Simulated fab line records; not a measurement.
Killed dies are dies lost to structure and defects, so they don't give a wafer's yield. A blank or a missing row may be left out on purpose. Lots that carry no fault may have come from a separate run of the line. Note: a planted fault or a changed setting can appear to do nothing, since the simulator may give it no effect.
Check for tools in common / flow gf180mcu / 33 wafers sampled across 11 lots

== REASON FOR OPENING ==
Of 11 lots, 2 have the reading M2_ALCU_RS flagged at GF_M2_RS_MEAS_05. No-fault wafers: 0.0693 ohm/sq, standard deviation 0.00072.
Rule: a lot gets a flag if all its wafers with a number sit over 4 standard deviations from that mean, or if no wafer of it has a number. The rest of the lots are taken to be sound.

lot=L413; measured=day 19 02:01; on=film_metro-03; M2_ALCU_RS (ohm/sq), wafer by wafer=0.0696 0.0697 0.0699; flag=
lot=L415; measured=day 19 19:57; on=film_metro-03; M2_ALCU_RS (ohm/sq), wafer by wafer=0.0693 0.0688 0.0692; flag=
lot=L416; measured=day 20 06:53; on=film_metro-02; M2_ALCU_RS (ohm/sq), wafer by wafer=0.0697 0.0706 0.0692; flag=
lot=L417; measured=day 20 23:39; on=film_metro-02; M2_ALCU_RS (ohm/sq), wafer by wafer=0.0680 0.0684 0.0696; flag=
lot=L418; measured=day 21 05:08; on=film_metro-02; M2_ALCU_RS (ohm/sq), wafer by wafer=0.0683 0.0692 0.0687; flag=
lot=L421; measured=day 21 23:59; on=film_metro-02; M2_ALCU_RS (ohm/sq), wafer by wafer=0.0698 0.0699 0.0696; flag=
lot=L423; measured=day 22 15:42; on=film_metro-01; M2_ALCU_RS (ohm/sq), wafer by wafer=0.0690 0.0688 0.0690; flag=
lot=L426; measured=day 23 16:53; on=film_metro-03; M2_ALCU_RS (ohm/sq), wafer by wafer=7.0190 7.0529 7.0288; flag=FLAGGED
lot=L427; measured=day 23 23:44; on=film_metro-03; M2_ALCU_RS (ohm/sq), wafer by wafer=7.0930 7.1266 7.0925; flag=FLAGGED
lot=L434; measured=day 26 04:11; on=film_metro-02; M2_ALCU_RS (ohm/sq), wafer by wafer=0.0708 0.0687 0.0683; flag=
lot=L435; measured=day 26 11:13; on=film_metro-01; M2_ALCU_RS (ohm/sq), wafer by wafer=0.0691 0.0703 0.0711; flag=
Flagged lots average 7.0688 ohm/sq: +6.9995 ohm/sq relative to the usual, that is +99 or more standard deviations.

== TOOL THAT RAN EACH LOT ==
The record holds 4 process steps before the reading, out of a route of 602 steps. In each cell: the tool, then ch and the chambers that the sampled wafers went through, then the start.
lot=L413; flag=; GF_V1_CVD_02=pecvd-03 ch 0,1, day 18 00:12; GF_V1_ETCH_17=rie_diel-03 ch 1,2,3, day 19 01:53 or earlier; GF_M2_SPUTTER_02=pvd_sputter-03, day 19 01:53; GF_M2_SPUTTER_04=pvd_sputter-03, day 19 01:56
lot=L415; flag=; GF_V1_CVD_02=pecvd-02 ch 0,1, day 18 13:46; GF_V1_ETCH_17=rie_diel-03 ch 2,3, day 19 19:50 or earlier; GF_M2_SPUTTER_02=pvd_sputter-03, day 19 19:50; GF_M2_SPUTTER_04=pvd_sputter-03, day 19 19:53
lot=L416; flag=; GF_V1_CVD_02=pecvd-01 ch 0,2, day 19 03:52; GF_V1_ETCH_17=rie_diel-01 ch 0,1,3, day 20 06:45 or earlier; GF_M2_SPUTTER_02=pvd_sputter-04, day 20 06:45; GF_M2_SPUTTER_04=pvd_sputter-04, day 20 06:48
lot=L417; flag=; GF_V1_CVD_02=pecvd-02 ch 0,1, day 19 20:12; GF_V1_ETCH_17=rie_diel-03 ch 0,1,3, day 20 23:32 or earlier; GF_M2_SPUTTER_02=pvd_sputter-02, day 20 23:32; GF_M2_SPUTTER_04=pvd_sputter-02, day 20 23:35
lot=L418; flag=; GF_V1_CVD_02=pecvd-03 ch 1,2, day 20 02:36; GF_V1_ETCH_17=rie_diel-03 ch 0,2,3, day 21 05:01 or earlier; GF_M2_SPUTTER_02=pvd_sputter-03, day 21 05:01; GF_M2_SPUTTER_04=pvd_sputter-03, day 21 05:04
lot=L421; flag=; GF_V1_CVD_02=pecvd-02 ch 0,1,2, day 20 21:44; GF_V1_ETCH_17=rie_diel-03 ch 1,2,3, day 21 23:53 or earlier; GF_M2_SPUTTER_02=pvd_sputter-03, day 21 23:53; GF_M2_SPUTTER_04=pvd_sputter-03, day 21 23:56
lot=L423; flag=; GF_V1_CVD_02=pecvd-01 ch 0,1,2, day 21 13:14; GF_V1_ETCH_17=rie_diel-03 ch 0,1, day 22 15:37 or earlier; GF_M2_SPUTTER_02=pvd_sputter-04, day 22 15:37; GF_M2_SPUTTER_04=pvd_sputter-04, day 22 15:40
lot=L426; flag=FLAGGED; GF_V1_CVD_02=pecvd-02 ch 0,1,2, day 22 15:07; GF_V1_ETCH_17=rie_diel-04 ch 0,1,2, day 23 16:46 or earlier; GF_M2_SPUTTER_02=pvd_sputter-03, day 23 16:46; GF_M2_SPUTTER_04=pvd_sputter-03, day 23 16:49
lot=L427; flag=FLAGGED; GF_V1_CVD_02=pecvd-02 ch 0,1, day 22 22:26; GF_V1_ETCH_17=rie_diel-04 ch 1,2,3, day 23 23:38 or earlier; GF_M2_SPUTTER_02=pvd_sputter-03, day 23 23:38; GF_M2_SPUTTER_04=pvd_sputter-03, day 23 23:41
lot=L434; flag=; GF_V1_CVD_02=pecvd-02 ch 0,1, day 25 04:19; GF_V1_ETCH_17=rie_diel-04 ch 0,2,3, day 26 04:04 or earlier; GF_M2_SPUTTER_02=pvd_sputter-02, day 26 04:04; GF_M2_SPUTTER_04=pvd_sputter-02, day 26 04:07
lot=L435; flag=; GF_V1_CVD_02=pecvd-03 ch 0,1,2, day 25 12:29; GF_V1_ETCH_17=rie_diel-04 ch 0,2,3, day 26 11:07 or earlier; GF_M2_SPUTTER_02=pvd_sputter-04, day 26 11:07; GF_M2_SPUTTER_04=pvd_sputter-04, day 26 11:10
What is done by these steps:
- GF_V1_CVD_02: deposits SiO2 from TEOS, target thk 850 nm, time 94.851 s.
- GF_V1_ETCH_17: etches SiO2 in C4F8/O2/Ar, stops on TiN, target depth 630 nm.
- GF_M2_SPUTTER_02: material AlCu, target thk 450 nm, time 23.9 s.
- GF_M2_SPUTTER_04: material TiN, target thk 50 nm, time 41.7 s.
- GF_M2_RS_MEAS_05: measures by four-point-probe.

== FLAGGED OVER TOTAL, TOOL BY TOOL (the gauges that took the reading come last) ==
step=GF_V1_CVD_02; tool=pecvd-01; lots run=2; flagged=0; share of the flagged lots=none; sound lots run after its first flagged lot=-
step=GF_V1_CVD_02; tool=pecvd-02; lots run=6; flagged=2; share of the flagged lots=all; sound lots run after its first flagged lot=1 (L434)
step=GF_V1_CVD_02; tool=pecvd-03; lots run=3; flagged=0; share of the flagged lots=none; sound lots run after its first flagged lot=-
step=GF_V1_ETCH_17; tool=rie_diel-01; lots run=1; flagged=0; share of the flagged lots=none; sound lots run after its first flagged lot=-
step=GF_V1_ETCH_17; tool=rie_diel-03; lots run=6; flagged=0; share of the flagged lots=none; sound lots run after its first flagged lot=-
step=GF_V1_ETCH_17; tool=rie_diel-04; lots run=4; flagged=2; share of the flagged lots=all; sound lots run after its first flagged lot=2 (L434,L435)
step=GF_M2_SPUTTER_02; tool=pvd_sputter-02; lots run=2; flagged=0; share of the flagged lots=none; sound lots run after its first flagged lot=-
step=GF_M2_SPUTTER_02; tool=pvd_sputter-03; lots run=6; flagged=2; share of the flagged lots=all; sound lots run after its first flagged lot=0
step=GF_M2_SPUTTER_02; tool=pvd_sputter-04; lots run=3; flagged=0; share of the flagged lots=none; sound lots run after its first flagged lot=-
step=GF_M2_SPUTTER_04; tool=pvd_sputter-02; lots run=2; flagged=0; share of the flagged lots=none; sound lots run after its first flagged lot=-
step=GF_M2_SPUTTER_04; tool=pvd_sputter-03; lots run=6; flagged=2; share of the flagged lots=all; sound lots run after its first flagged lot=0
step=GF_M2_SPUTTER_04; tool=pvd_sputter-04; lots run=3; flagged=0; share of the flagged lots=none; sound lots run after its first flagged lot=-
step=GF_M2_RS_MEAS_05; tool=film_metro-01; lots run=2; flagged=0; share of the flagged lots=none; sound lots run after its first flagged lot=-
step=GF_M2_RS_MEAS_05; tool=film_metro-02; lots run=5; flagged=0; share of the flagged lots=none; sound lots run after its first flagged lot=-
step=GF_M2_RS_MEAS_05; tool=film_metro-03; lots run=4; flagged=2; share of the flagged lots=all; sound lots run after its first flagged lot=0
GF_V1_ETCH_17: start missing for some lots; hours and lot order therefore follow GF_M2_SPUTTER_02.

== WHAT THE TABLE ALLOWS ==
5 rows of the table ran every flagged lot: pecvd-02 at GF_V1_CVD_02, rie_diel-04 at GF_V1_ETCH_17, pvd_sputter-03 at GF_M2_SPUTTER_02, pvd_sputter-03 at GF_M2_SPUTTER_04, film_metro-03 at GF_M2_RS_MEAS_05.
- pecvd-02 at GF_V1_CVD_02 ran 6 lots, 2 of them flagged. Lots that were sound ran on it after the first flagged one (L434); a persistent fault on the entire tool would not allow that.
- rie_diel-04 at GF_V1_ETCH_17 ran 4 lots, 2 of them flagged. Lots that were sound ran on it after the first flagged one (L434, L435); a persistent fault on the entire tool would not allow that.
- pvd_sputter-03 at GF_M2_SPUTTER_02 ran 6 lots, 2 of them flagged. A fault beginning between L421 (day 21 23:53), its last sound lot, and L426 (day 23 16:46), its first flagged one, fits the data. On the flagged lots its readings are blank where sound lots have values: cathode_dc_power_W, chamber_pressure_pa, throttle_valve_pct.
- pvd_sputter-03 at GF_M2_SPUTTER_04 ran 6 lots, 2 of them flagged. A fault beginning between L421 (day 21 23:56), its last sound lot, and L426 (day 23 16:49), its first flagged one, fits the data.
- film_metro-03 at GF_M2_RS_MEAS_05 ran 4 lots, 2 of them flagged. A fault beginning between L415 (day 19 19:57), its last sound lot, and L426 (day 23 16:53), its first flagged one, fits the data.
Because each of these 2 tools fits a fault that began at some hour, counting lots does not separate them. More lots, or a look at what each step does to the wafer, might.

== WHAT WAS PUT IN BY THE SIMULATOR ==
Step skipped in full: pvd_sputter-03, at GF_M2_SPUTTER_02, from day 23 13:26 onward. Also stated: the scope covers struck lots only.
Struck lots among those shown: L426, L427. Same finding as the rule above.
